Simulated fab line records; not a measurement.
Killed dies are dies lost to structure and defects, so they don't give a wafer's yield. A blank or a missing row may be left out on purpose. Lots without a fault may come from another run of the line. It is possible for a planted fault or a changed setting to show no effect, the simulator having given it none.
Chamber matching / flow sky130 / SKY_FIELD_ISO_ETCH_14 on rie_diel-04: 4 sister chambers
The step etches BARC in N2/H2, stops on SiO2, time 45.9 s, target depth 60 nm. 8 wafers are shown with their chamber, then 7 later ones without.

WAFERS WITH THEIR CHAMBER
wafer=L074.6; chamber=1; drypump_motor_current_A (A)=5.6; throttle_valve_pct (%)=13.242
wafer=L082.2; chamber=0; drypump_motor_current_A (A)=5.6; throttle_valve_pct (%)=13.243
wafer=L082.6; chamber=2; drypump_motor_current_A (A)=5.6; throttle_valve_pct (%)=13.216
wafer=L088.1; chamber=0; drypump_motor_current_A (A)=5.5; throttle_valve_pct (%)=13.237
wafer=L088.2; chamber=3; drypump_motor_current_A (A)=5.4; throttle_valve_pct (%)=13.228
wafer=L088.3; chamber=1; drypump_motor_current_A (A)=5.6; throttle_valve_pct (%)=13.222
wafer=L089.3; chamber=2; drypump_motor_current_A (A)=5.7; throttle_valve_pct (%)=13.223
wafer=L089.4; chamber=3; drypump_motor_current_A (A)=5.3; throttle_valve_pct (%)=13.225

WAFERS WITH NO CHAMBER GIVEN
wafer=L089.5; drypump_motor_current_A (A)=5.6; throttle_valve_pct (%)=13.241
wafer=L093.1; drypump_motor_current_A (A)=5.4; throttle_valve_pct (%)=13.222
wafer=L093.3; drypump_motor_current_A (A)=5.7; throttle_valve_pct (%)=13.235
wafer=L093.5; drypump_motor_current_A (A)=5.4; throttle_valve_pct (%)=13.214
wafer=L096.1; drypump_motor_current_A (A)=5.6; throttle_valve_pct (%)=13.199
wafer=L096.3; drypump_motor_current_A (A)=5.5; throttle_valve_pct (%)=13.230
wafer=L096.4; drypump_motor_current_A (A)=5.3; throttle_valve_pct (%)=13.227

THE CHAMBER EACH PASSED THROUGH
wafer=L089.5; from the rows above=can't be placed: 0 or 1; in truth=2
wafer=L093.1; from the rows above=3; in truth=3
wafer=L093.3; from the rows above=can't be placed: 1 or 2 or 0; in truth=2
wafer=L093.5; from the rows above=3; in truth=3
wafer=L096.1; from the rows above=can't be placed: 2 or 1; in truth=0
wafer=L096.3; from the rows above=can't be placed: 0 or 1 or 3 or 2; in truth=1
wafer=L096.4; from the rows above=3; in truth=3
Correctly placed: 3 of 7. From these rows, 4 cannot be placed; in 2 the true chamber is one of the candidates. Wrongly placed: 0.
How it was worked out, from the rows above alone: a wafer's distance from a chamber is the root of the sum, over the readings, of the square of ((its reading less the chamber's mean) divided by the reading's scatter). If the next closest chamber is less than 2 further off than the closest, the wafer can't be placed; otherwise it belongs to the closest. Each chamber's mean is taken over the wafers shown for it. The scatter: take each reading less its chamber's mean, square it, sum over the shown wafers, divide by the number of wafers less the number of chambers, and take the root.
